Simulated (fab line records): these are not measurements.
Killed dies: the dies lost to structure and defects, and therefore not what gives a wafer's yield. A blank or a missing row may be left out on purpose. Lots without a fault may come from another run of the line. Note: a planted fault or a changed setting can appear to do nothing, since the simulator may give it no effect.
8D (eight disciplines) problem report, filled in by code / flow sky130 / the parts of the form that need people (team, actions taken, sign-off) are left out

1. THE PROBLEM
Mean LDD_P_TW at SKY_LDD_P_TW_MEAS_11: 721 over 6 wafers in 2 lots; fault-free wafers: 635, standard deviation 3.3. Measured from the usual mean, that is +26 standard deviations.
Seen first at day 22 20:44 on filmMetro-04, wafer L338.1. The record has a number at this step for 33 wafers belonging to 11 lots. The rule behind "out" and "out of limits": a value lying over 4 standard deviations away from the usual mean. The other wafers with a number count as sound.

2. WHAT IT IS AND WHAT IT IS NOT
question=which readings at this step | is=LDD_P_TW | is not=-
question=which lots | is=L338, L339 | is not=L328, L331, L332, L344, L345, L346, L347, L349, L350
question=which wafers of those lots | is=all that have a number | is not=-
question=read on which gauges | is=filmMetro-02, filmMetro-04 | is not=filmMetro-03
question=when | is=from day 22 20:44 | is not=up to then (9 sound wafers); but 18 sound wafers of L344, L345, L346, L347, L349, L350 came after

3. WHAT RULES OUT EACH SUSPECT
Counting: a tool at a process step up to the reading stays a suspect if it ran every lot that is out and no sound lot after the first of them.
- ruled out: the gauge at SKY_LDD_P_TW_MEAS_11. Those wafers that are out were read across 2 gauges (filmMetro-02, filmMetro-04).
- plasmaAsher-03 at SKY_FIELD_ISO_STRIP_16 (strips in O2/N2): ruled out as a lasting fault. After its first lot that is out, L338 (day 4 08:35), sound lots L349, L350 ran on it.
- implanter-01 at SKY_LDD_P_IMPLANT_09: ruled out as a lasting fault. After its first lot that is out, L338 (day 22 20:29), sound lots L346 ran on it.
Left after counting: nothing in the record.

4. THE CAUSE (what the simulator had put in)
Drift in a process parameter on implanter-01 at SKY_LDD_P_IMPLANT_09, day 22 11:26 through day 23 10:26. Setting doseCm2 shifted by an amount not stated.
The count ruled it out by mistake, since the rule takes a fault to strike every lot its tool runs from the start of the fault on, and this one did not do so.

5. SEQUENCE OF EFFECTS, ordered by route
One row per reading whose mean, taken over the struck wafers that have a number, lies over 3 standard deviations from the usual. Only readings whose record carries a usual standard deviation are examined. hours: median over the lots of the time between each lot's start at the first step of this table that gives one and its start at this step. sigmas: the change, counted in usual standard deviations.
hours=0; step=SKY_LDD_P_IMPLANT_09; reading=doseIonsCm2; usual=1e+13; on struck wafers=1e+13; change=+5e+12; sigmas=+99 or more
hours=0; step=SKY_LDD_P_IMPLANT_09; reading=faradayCurrentUA; usual=56.4; on struck wafers=83.6; change=+27.2; sigmas=+25
hours=0; step=SKY_LDD_P_TW_MEAS_11; reading=LDD_P_TW; usual=635; on struck wafers=721; change=+86; sigmas=+26
The process steps in it:
- SKY_LDD_P_IMPLANT_09

6. WHAT WOULD HAVE CAUGHT IT SOONER
Counted from the fault's start at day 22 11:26, it took 9 hours until the first out-of-limits reading at a measuring or inspecting step in this record, taken at day 22 20:44.
Tool's own readings at SKY_LDD_P_IMPLANT_09, doseIonsCm2, faradayCurrentUA: out on all struck wafers the step has rows for; an alarm limit on them would have tripped on the first.
